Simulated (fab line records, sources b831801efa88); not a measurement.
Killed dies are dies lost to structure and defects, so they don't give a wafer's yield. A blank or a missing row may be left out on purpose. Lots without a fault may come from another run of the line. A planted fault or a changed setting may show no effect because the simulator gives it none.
fab line records | flow sky130
record lots=13 wafers=37 last_day=50
route steps=708 shown CONTACT@424 METAL1@434 PAD_OPEN@708
lots that met no fault: from a run of the same line without faults
start_h: hours from the record's first day to the start of the lot's first wafer shown | wait_h: hours since the lot's step before | " the same as in the row above | L1.1+2: a row that stands for several wafers | - no value, or no start given | * or withheld: withheld | < > ~ a bound
route shown NAME@n: a module of which the file shows steps, and the number in the route of the first | usual: mean/standard deviation of fault-free wafers | same: alike in all rows | chamber/n: place in a boat | sites: the reading at each site | _std_site: their standard deviation | _edge_site: outer sites' mean less inner sites' | radius_mm: how far each site lies from the wafer's centre | mask NAME#n: copy n | behind: the tool/chamber that last shaped the wafer | hold: why the lot was held/for how many hours/how that ended | device: the transistor (n, p or np) that didn't switch | end of line: the same wafers' tests at the end of the route | a step without rows: its recipe alone | killed: dies lost to structure and defects at the first sort, not the wafer's yield | map: a wafer's dies, x killed, . not, _ none there
set.NAME: the setting as run; set.NAME@STEP: as run at that earlier step | model.NAME: the simulator's own value behind a step, which no gauge read
steps of the route over a sample of lots; a table a step, a row a wafer
services: from which hour (start_h, from the record's first day; less than 0 if before it) a tool's chamber was out of use, for how many hours, and why
## steps
# step SKY_CONTACT_ETCH_18
# recipe target=Si3N4 chemistry=CHF3/O2 stop_on=TiN source_w=600 bias_w=200 pressure_mtorr=40 chf3_flow_sccm=50 O2_flow_sccm=5 time_s=39 target_depth_a=750
# usual drypump_motor_current_A=5.7/0.32 oes_product_au=0.854/0.0081 throttle_valve_pct=8.793/0.0095
# columns lot.wafer tool chamber start_h wait_h drypump_motor_current_A oes_product_au rf_hours_counter_h throttle_valve_pct
L123.1 rie_diel-01 2 728 - 5.1 0.866 14 8.800
L123.3 " 0 " " 5.4 0.859 7 8.780
L123.6 " 1 " " 6.0 0.866 - 8.791
L125.2 rie_diel-01 1 745 - 6.0 0.837 13 8.797
L125.4 " 3 " " 5.6 0.866 9 8.788
L125.5 " 0 " " 5.4 0.859 - 8.789
L126.1 rie_diel-02 2 750 - 6.2 0.852 2 8.791
L126.4 " 1 " " 6.1 0.851 10 8.789
L126.5 " 1 " " 6.1 0.864 - 8.798
L129.2 rie_diel-03 0 777 - 5.8 0.852 13 8.788
L129.3 " 1 " " 5.7 0.849 38 8.775
L129.4 " 2 " " 5.4 0.857 37 8.784
L130.2 rie_diel-01 2 789 - 5.1 0.845 16 8.780
L130.5 " 2 " " 5.1 0.862 - 8.786
L130.6 " 3 " " 5.6 0.851 - 8.792
L131.2 rie_diel-03 3 810 - 5.8 0.851 7 8.785
L131.3 " 0 " " 5.9 0.850 14 8.798
L131.4 " 1 " " 5.7 0.856 - 8.803
L132.4 rie_diel-02 3 827 - 5.8 0.853 0 8.791
L132.5 " 3 " " 5.8 0.859 - 8.797
L132.6 " 2 " " 6.2 0.852 - 8.792
L133.1 rie_diel-03 3 827 - 5.8 0.863 7 8.793
L133.2 " 0 " " 5.9 0.854 15 8.795
L133.5 " 3 " " 5.8 0.856 - 8.786
L136.1 rie_diel-01 2 851 - 5.1 0.856 17 8.799
L136.3 " 1 " " 6.0 0.855 17 8.807
L136.5 " 1 " " 6.0 0.852 - 8.790
L137.1 rie_diel-03 0 852 - 5.9 0.830 16 8.805
L137.4 " 1 " " 5.7 0.854 1 8.807
L139.2 rie_diel-03 0 860 - 5.8 0.837 16 8.801
L139.3 " 1 " " 5.6 0.857 1 8.793
L145.1 rie_diel-02 0 900 - 6.3 0.855 6 8.783
L145.3 " 3 " " 5.8 0.841 3 8.794
L145.5 " 3 " " 5.8 0.850 - 8.778
L146.1 rie_diel-02 1 904 - 6.1 0.850 15 8.792
L146.3 " 2 " " 6.2 0.846 7 8.801
L146.5 " 2 " " 6.2 0.865 - 8.807
# step SKY_CONTACT_STRIP_19
# recipe chemistry=O2/N2 power_w=1400 pressure_mtorr=1500 platen_temp_c=withheld o2_flow_sccm=3000 n2_flow_sccm=300 overash_fraction=0.5
# usual drypump_motor_current_A=5.5/0.43 o2_flow_sccm=3000/8.4 oes_product_au=0.380/0.0047 strip_time_to_endpoint_s=3.610/0.026
# columns lot.wafer tool chamber start_h wait_h drypump_motor_current_A o2_flow_sccm oes_product_au rf_hours_counter_h strip_time_to_endpoint_s
L123.1 plasma_asher-04 0 728.39 - 5.9 3010 0.386 108 3.575
L123.3 " 1 " " 5.8 3005 0.383 - 3.615
L123.6 " 1 " " 5.8 3004 0.376 - 3.580
L125.2 plasma_asher-02 1 745.57 - 4.7 3000 0.374 33 3.557
L125.4 " 1 " " 4.7 3003 0.384 - 3.597
L125.5 " 1 " " 4.7 3006 0.380 - 3.622
L126.1 plasma_asher-01 0 750.06 - 5.4 2994 0.371 65 3.570
L126.4 " 1 " " 5.3 2999 0.380 - 3.613
L126.5 " 1 " " 5.3 3009 0.382 - 3.626
L129.2 plasma_asher-02 1 777.71 - 4.7 3008 0.378 36 3.603
L129.3 " 0 " " 5.7 2999 0.380 - 3.584
L129.4 " 1 " " 4.7 3004 0.375 - 3.620
L130.2 plasma_asher-04 0 789.36 - 5.9 2980 0.381 5 3.619
L130.5 " 0 " " 5.9 2987 0.386 - 3.579
L130.6 " 1 " " 5.8 3002 0.385 - 3.629
L131.2 plasma_asher-02 0 810.66 - 5.7 3003 0.372 40 3.602
L131.3 " 0 " " 5.7 2982 0.387 - 3.618
L131.4 " 1 " " 4.7 3013 0.379 - 3.645
L132.4 plasma_asher-02 0 827.73 - 5.7 3004 0.388 - 3.636
L132.5 " 0 " " 5.7 2991 0.380 - 3.638
L132.6 " 1 " " 4.7 2993 0.376 - 3.563
L133.1 plasma_asher-04 0 827.91 - 5.9 2985 0.380 8 3.631
L133.2 " 1 " " 5.8 3009 0.376 8 3.622
L133.5 " 0 " " 5.9 2984 0.386 - 3.597
L136.1 plasma_asher-04 1 851.46 - 5.8 3009 0.377 11 3.605
L136.3 " 0 " " 5.9 2992 0.379 - 3.610
L136.5 " 0 " " 5.9 3010 0.381 - 3.622
L137.1 plasma_asher-04 1 852.61 - 5.8 3004 0.393 11 3.826
L137.4 " 1 " " 5.8 2994 0.370 - 3.598
L139.2 plasma_asher-02 1 860.89 - 4.7 2995 0.386 44 3.845
L139.3 " 0 " " 5.7 2988 0.380 - 3.620
L145.1 plasma_asher-01 0 900.51 - 5.4 3007 0.376 79 3.641
L145.3 " 1 " " 5.3 3003 0.376 - 3.665
L145.5 " 0 " " 5.4 3000 0.385 - 3.680
L146.1 plasma_asher-01 1 904.21 - 5.3 2998 0.386 80 3.671
L146.3 " 0 " " 5.4 2998 0.383 - 3.605
L146.5 " 0 " " 5.4 3000 0.380 - 3.618
# step SKY_CONTACT_CMP_27
# recipe stop_on=SiO2 t_overpolish_s=15 down_force_psi=3.5 platen_rpm=60 target_thk_nm=0 pad_velocity_m_s=0.94248
# usual motor_current_A=10.6/0.65 slurry_filter_dp_kPa=13.51/0.14
# columns lot.wafer tool chamber start_h wait_h motor_current_A slurry_filter_dp_kPa
L123.1 cmp-01 1 729.81 0.1 10.5 13.46
L123.3 " 0 " " 9.7 13.76
L123.6 " 1 " " 10.8 13.32
L125.2 cmp-02 1 746.55 0.0 10.4 13.70
L125.4 " 2 " " 11.0 13.61
L125.5 " 1 " " 10.6 13.53
L126.4 cmp-01 2 751.01 0.0 11.8 13.42
L126.1 " 0 " " 9.9 13.55
L126.5 " 3 " " 11.8 13.48
L129.2 cmp-02 2 778.99 0.0 10.8 13.42
L129.4 " 0 " " 10.2 13.61
L129.3 " 1 " " 10.0 13.40
L130.2 cmp-02 2 790.44 0.1 10.2 13.38
L130.5 " 0 " " 10.3 13.89
L130.6 " 1 " " 10.1 13.44
L131.4 cmp-02 0 811.61 0.0 10.9 13.64
L131.3 " 2 " " 10.4 13.58
L131.2 " 3 " " 10.6 13.46
L132.4 cmp-02 1 828.74 0.1 10.9 13.68
L132.5 " 3 " " 10.0 13.37
L132.6 " 0 " " 10.8 13.51
L133.2 cmp-01 2 828.93 0.1 12.1 13.46
L133.1 " 3 " " 11.6 13.44
L133.5 " 1 " " 11.4 13.52
L136.3 cmp-02 0 852.55 0.1 10.1 13.48
L136.1 " 1 " " 10.3 13.30
L136.5 " 2 " " 11.0 13.54
L137.4 cmp-01 0 853.57 0.0 9.8 13.59
L137.1 " 3 " " 11.3 13.45
L139.3 cmp-01 1 861.89 0.1 10.5 13.38
L139.2 " 2 " " 11.3 13.52
L145.1 cmp-01 1 901.55 0.1 11.2 13.26
L145.3 " 2 " " 11.6 13.65
L145.5 " 3 " " 11.3 13.58
L146.1 cmp-01 3 905.21 0.1 11.4 13.53
L146.3 " 1 " " 10.5 13.55
L146.5 " 2 " " 12.0 13.53
# step SKY_METAL1_SPUTTER_00
# recipe material=Ti target_thk_nm=15 power_w=3000 time_s=10 chamber_pressure_pa=0.4
# usual throttle_valve_pct=29.5/0.91
# columns lot.wafer tool chamber start_h wait_h throttle_valve_pct
L123.1 pvd_sputter-01 - 730.11 0.2 28.5
L123.3 " - " " 28.7
L123.6 " - " " 29.6
L125.2 pvd_sputter-04 - 746.85 0.2 31.2
L125.4 " - " " 29.6
L125.5 " - " " 29.9
L126.1 pvd_sputter-02 - 751.31 0.1 29.1
L126.4 " - " " 28.3
L126.5 " - " " 29.6
L129.2 pvd_sputter-02 - 779.29 0.2 28.3
L129.3 " - " " 29.9
L129.4 " - " " 28.8
L130.2 pvd_sputter-02 - 790.64 0.1 29.5
L130.5 " - " " 29.8
L130.6 " - " " 29.7
L131.2 pvd_sputter-02 - 811.91 0.1 29.0
L131.3 " - " " 29.5
L131.4 " - " " 30.0
L132.4 pvd_sputter-04 - 828.94 0.1 30.2
L132.5 " - " " 28.5
L132.6 " - " " 29.9
L133.1 pvd_sputter-02 - 829.18 0.1 29.3
L133.2 " - " " 28.1
L133.5 " - " " 30.3
L136.1 pvd_sputter-04 - 852.75 0.1 31.3
L136.3 " - " " 30.0
L136.5 " - " " 28.1
L137.4 pvd_sputter-01 - 853.87 0.2 29.4
L139.3 pvd_sputter-01 - 862.14 0.2 29.3
L145.1 pvd_sputter-01 - 901.75 0.1 28.9
L145.3 " - " " 30.7
L145.5 " - " " 28.8
L146.1 pvd_sputter-01 - 905.46 0.2 30.8
L146.3 " - " " 29.1
L146.5 " - " " 28.9
# step SKY_PAD_OPEN_PROBE_99
# usual killed_at_M0_to_M3=43/7.8 killed_at_M4_up=3.2/1.7 killed_at_contacts=24/5.2 killed_at_front_end=15/4.5 killed_at_other=0.4/0.65 killed_dies=87/9.1 killed_on_rim=17/3.5 killed_open=47/7.3 killed_short=40/6.5
# same gross_dies=492 killed_at_back_side=0
# columns lot.wafer tool chamber start_h wait_h killed_at_M0_to_M3 killed_at_M4_up killed_at_contacts killed_at_front_end killed_at_other killed_dies killed_on_rim killed_open killed_short
L130.2 prober-02 - 1114.62 0.1 54 1 29 17 0 101 19 56 45
L130.5 prober-02 - 1114.77 0.2 37 2 22 17 0 78 10 41 37
L130.6 prober-02 - 1114.82 0.2 31 3 27 12 0 73 20 34 39
L131.2 prober-01 - 1130.12 0.1 43 5 28 14 1 91 20 48 42
L131.3 prober-01 - 1130.17 0.2 43 4 26 21 1 95 13 53 41
L131.4 prober-01 - 1130.22 0.2 49 5 17 19 0 90 16 41 49
L133.1 prober-01 - 1144.03 0.1 45 3 21 19 0 88 18 40 48
L133.2 prober-01 - 1144.08 0.1 50 5 19 15 0 89 16 43 46
L133.5 prober-01 - 1144.23 0.2 36 6 16 17 1 76 20 39 37
L136.1 prober-02 - 1161.92 0.1 52 4 20 11 0 87 16 50 37
L136.3 prober-02 - 1162.02 0.2 44 8 17 13 0 82 18 39 43
L136.5 prober-02 - 1162.12 0.2 47 4 30 11 0 92 15 42 50
L137.1 prober-01 - 1162.29 0.1 48 2 354 15 1 420 96 40 41
L137.4 prober-01 - 1162.44 0.2 61 0 27 19 0 107 25 68 39
L139.2 prober-01 - 1169.23 0.1 41 5 337 11 0 394 89 39 42
L139.3 prober-01 - 1169.28 0.2 43 5 23 19 0 90 20 45 45
L146.1 prober-02 - 1197.17 0.1 35 3 24 17 0 79 18 34 45
L146.3 prober-02 - 1197.27 0.2 26 2 29 19 0 76 17 49 27
L146.5 prober-02 - 1197.37 0.2 40 4 28 12 0 84 19 44 40
# killed by level:class
L130.2 VIA1:geometric_particle:open=18 CONTACT:geometric_particle:open=10 LOCAL_INTERCONNECT:geometric_particle:short=7 POLY_GATE:geometric_particle:open=6 LI_CONTACT:geometric_particle:open=6 VIA1:geometric_particle:short=6 CONTACT:geometric_particle:short=5 METAL1:geometric_particle:short=5
L130.5 CONTACT:geometric_particle:open=10 VIA1:geometric_particle:open=10 VIA3:geometric_particle:open=7 CONTACT:geometric_particle:short=5 METAL1:geometric_particle:short=5 FIELD_ISO:geometric_particle:open=4 METAL3:geometric_particle:short=4 LI_CONTACT:geometric_particle:open=4
L130.6 LI_CONTACT:geometric_particle:open=9 VIA1:geometric_particle:short=8 CONTACT:geometric_particle:open=7 VIA1:geometric_particle:open=6 CONTACT:geometric_particle:short=5 FIELD_ISO:geometric_particle:short=4 VIA2:geometric_particle:open=4 VIA3:geometric_particle:open=3
L131.2 CONTACT:geometric_particle:open=14 VIA1:geometric_particle:open=8 VIA2:geometric_particle:open=7 VIA1:geometric_particle:short=6 FIELD_ISO:geometric_particle:open=5 METAL1:geometric_particle:short=5 CONTACT:geometric_particle:short=5 FIELD_ISO:geometric_particle:short=4
L131.3 CONTACT:geometric_particle:open=11 METAL2:geometric_particle:short=7 VIA1:geometric_particle:open=7 VIA3:geometric_particle:open=7 LI_CONTACT:geometric_particle:open=6 FIELD_ISO:geometric_particle:open=5 POLY_GATE:geometric_particle:open=5 METAL1:geometric_particle:short=5
L131.4 VIA1:geometric_particle:open=9 METAL1:geometric_particle:short=7 FIELD_ISO:geometric_particle:short=6 VIA1:geometric_particle:short=6 METAL2:geometric_particle:short=6 VIA3:geometric_particle:open=6 CONTACT:geometric_particle:short=5 CONTACT:geometric_particle:open=5
L133.1 VIA3:geometric_particle:open=10 VIA1:geometric_particle:open=9 CONTACT:geometric_particle:open=9 METAL1:geometric_particle:short=9 CONTACT:geometric_particle:short=7 FIELD_ISO:geometric_particle:short=6 POLY_GATE:geometric_particle:short=6 VIA1:geometric_particle:short=4
L133.2 VIA1:geometric_particle:open=13 METAL2:geometric_particle:short=7 LI_CONTACT:geometric_particle:open=6 CONTACT:geometric_particle:open=6 METAL1:geometric_particle:short=6 VIA3:geometric_particle:short=6 VIA3:geometric_particle:open=6 FIELD_ISO:geometric_particle:open=4
L133.5 CONTACT:geometric_particle:open=8 POLY_GATE:geometric_particle:short=6 VIA1:geometric_particle:open=6 VIA3:geometric_particle:open=6 FIELD_ISO:geometric_particle:open=5 VIA2:geometric_particle:short=5 VIA2:geometric_particle:open=5 METAL4:geometric_particle:short=5
L136.1 LI_CONTACT:geometric_particle:open=11 VIA1:geometric_particle:open=9 VIA1:geometric_particle:short=8 VIA2:geometric_particle:open=7 METAL2:geometric_particle:open=6 METAL1:geometric_particle:short=5 METAL3:geometric_particle:short=5 CONTACT:geometric_particle:open=4
L136.3 VIA3:geometric_particle:open=10 VIA1:geometric_particle:short=7 VIA2:geometric_particle:open=6 LOCAL_INTERCONNECT:geometric_particle:short=6 VIA1:geometric_particle:open=6 METAL4:geometric_particle:short=6 FIELD_ISO:geometric_particle:short=5 CONTACT:geometric_particle:open=5
L136.5 CONTACT:geometric_particle:short=10 VIA1:geometric_particle:short=8 LI_CONTACT:geometric_particle:open=7 VIA2:geometric_particle:open=7 VIA3:geometric_particle:open=7 LOCAL_INTERCONNECT:geometric_particle:short=6 VIA1:geometric_particle:open=6 METAL1:geometric_particle:short=5
L137.1 CONTACT:area_etch=339 VIA1:geometric_particle:open=11 METAL1:geometric_particle:short=10 VIA2:geometric_particle:short=6 VIA3:geometric_particle:open=6 METAL2:geometric_particle:short=6 CONTACT:geometric_particle:open=5 FIELD_ISO:geometric_particle:short=4
L137.4 VIA1:geometric_particle:open=13 CONTACT:geometric_particle:open=11 VIA2:geometric_particle:open=11 VIA3:geometric_particle:open=9 METAL1:geometric_particle:short=8 VIA1:geometric_particle:short=7 FIELD_ISO:geometric_particle:open=6 POLY_GATE:geometric_particle:short=5
L139.2 CONTACT:area_etch=313 CONTACT:geometric_particle:open=11 VIA1:geometric_particle:open=10 VIA3:geometric_particle:short=7 VIA3:geometric_particle:open=5 LI_CONTACT:geometric_particle:short=5 METAL1:geometric_particle:short=5 METAL2:geometric_particle:short=5
L139.3 VIA1:geometric_particle:open=14 CONTACT:geometric_particle:open=8 METAL2:geometric_particle:short=8 CONTACT:geometric_particle:short=6 LI_CONTACT:geometric_particle:open=5 VIA3:geometric_particle:open=5 VIA1:geometric_particle:short=5 VIA3:geometric_particle:short=5
L146.1 CONTACT:geometric_particle:open=10 VIA1:geometric_particle:open=9 POLY_GATE:geometric_particle:short=7 METAL1:geometric_particle:short=7 METAL2:geometric_particle:short=7 LI_CONTACT:geometric_particle:open=6 FIELD_ISO:geometric_particle:short=5 LI_CONTACT:geometric_particle:short=3
L146.3 LI_CONTACT:geometric_particle:open=12 CONTACT:geometric_particle:open=9 SPACER:geometric_particle:open=5 VIA3:geometric_particle:open=5 FIELD_ISO:geometric_particle:open=4 POLY_GATE:geometric_particle:short=4 VIA1:geometric_particle:open=4 METAL2:geometric_particle:short=4
L146.5 CONTACT:geometric_particle:open=11 VIA2:geometric_particle:open=8 LI_CONTACT:geometric_particle:short=6 METAL1:geometric_particle:open=5 VIA3:geometric_particle:open=5 POLY_GATE:geometric_particle:open=4 LOCAL_INTERCONNECT:geometric_particle:short=4 CONTACT:geometric_particle:short=4
## services
# columns tool chamber start_h hours kind
rie_diel-01 0 720.45 3.4 repair
pvd_sputter-02 - 728.73 6.8 repair
plasma_asher-04 - 733.75 9.0 pm
pvd_sputter-02 - 734.99 3.5 repair
rie_diel-03 - 735.82 14.6 pm
pvd_sputter-01 - 741.10 16.8 repair
cmp-01 - 744.15 4.0 pm
plasma_asher-04 - 771.67 2.8 pm
cmp-01 - 777.44 0.9 repair
rie_diel-03 0 780.75 2.1 repair
cmp-01 - 781.58 5.0 pm
rie_diel-02 2 787.14 2.9 repair
rie_diel-01 2 791.93 15.2 repair
plasma_asher-02 - 799.19 0.6 repair
pvd_sputter-02 - 815.49 1.7 repair
rie_diel-01 3 818.91 7.6 repair
rie_diel-02 - 860.03 1.2 repair
cmp-01 - 865.34 0.4 repair
pvd_sputter-01 - 867.85 1.5 repair
rie_diel-03 1 888.60 10.9 repair
rie_diel-02 1 890.57 4.6 repair
cmp-01 - 897.77 2.9 repair
rie_diel-02 - 898.53 0.5 repair
plasma_asher-02 - 903.23 1.2 repair
## key
first_sign step=SKY_CONTACT_STRIP_19 reading=strip_time_to_endpoint_s direction=up sigmas=8.7 usual=* struck=*
effect step=SKY_PAD_OPEN_PROBE_99 reading=killed_at_contacts direction=up sigmas=62 usual=24 struck=346
more_kills_born_at SKY_CONTACT_ETCH_18@rie_diel-03=652
met_at SKY_CONTACT_ETCH_18
struck_lots L137,L139
struck_wafers L137.1,L139.2
later_rows_left_out L137.1,L139.2
tester_left_out L137,L139
not_acting_at SKY_CONTACT_CMP_27,SKY_METAL1_SPUTTER_00
onset_between 827 852
fault kind=process_parameter_drift tool=rie_diel-03 chamber=- onset_h=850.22 steps=SKY_CONTACT_ETCH_18 channel=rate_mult offset=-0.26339 shape=step end_h=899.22 scope=struck_wafers_only
# tester_left_out: of these lots the tester's yield and bins aren't shown, on N5 and GAA mostly nor the transistor test; their killed dies are dies lost to structure and defects alone, not to doping, threshold or leakage, so they don't give the yield
# later_rows_left_out: the simulator's readings of these wafers behind a module that went badly wrong aren't trusted and aren't shown, but for the sort
